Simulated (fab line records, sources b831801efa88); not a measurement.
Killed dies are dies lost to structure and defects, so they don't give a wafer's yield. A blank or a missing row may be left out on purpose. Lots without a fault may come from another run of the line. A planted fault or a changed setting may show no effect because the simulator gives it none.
Chamber matching | flow sky130 | SKY_METAL4_ETCH_17 on rie_diel-01: 4 sister chambers
The step etches SiO2 in C4F8/O2/Ar, stops on TiN, time 3.9 s, target depth 15 nm. 4 wafers are shown with their chamber, then 8 later ones without.

WAFERS WITH THEIR CHAMBER
wafer  | chamber | rf_fwd_power_W (W)
L077.4 | 3       | 1472
L089.1 | 1       | 1466
L089.2 | 2       | 1465
L093.4 | 0       | 1464

WAFERS WITHOUT THEIR CHAMBER
wafer  | rf_fwd_power_W (W)
L093.5 | 1472
L093.6 | 1463
L095.1 | 1473
L095.4 | 1467
L095.6 | 1457
L096.2 | 1465
L096.4 | 1468
L096.5 | 1470

WHICH CHAMBER EACH WENT THROUGH
wafer  | from the rows above               | in truth
L093.5 | 3                                 | 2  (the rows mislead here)
L093.6 | can't be placed: 0 or 2 or 1      | 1
L095.1 | 3                                 | 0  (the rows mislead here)
L095.4 | can't be placed: 1 or 2 or 0 or 3 | 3
L095.6 | can't be placed: 0 or 2 or 1      | 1
L096.2 | can't be placed: 2 or 0 or 1      | 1
L096.4 | can't be placed: 1 or 2 or 0 or 3 | 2
L096.5 | can't be placed: 3 or 1 or 2 or 0 | 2
Placed correctly: 0 of 8. Can't be placed from these rows: 6 (the true chamber is among the candidates in 6). Placed wrongly: 2.
How it was worked out, from the rows above alone: a wafer's distance from a chamber is the root of the sum, over the readings, of the square of ((its reading less the chamber's mean) divided by the reading's scatter). The wafer belongs to the nearest chamber; if the next one is less than 2 further off, it can't be placed. A chamber's mean is the mean of its shown wafers. The scatter: with one shown wafer a chamber, the root of the mean of the squares of how far each hidden wafer lies from its nearest shown one.
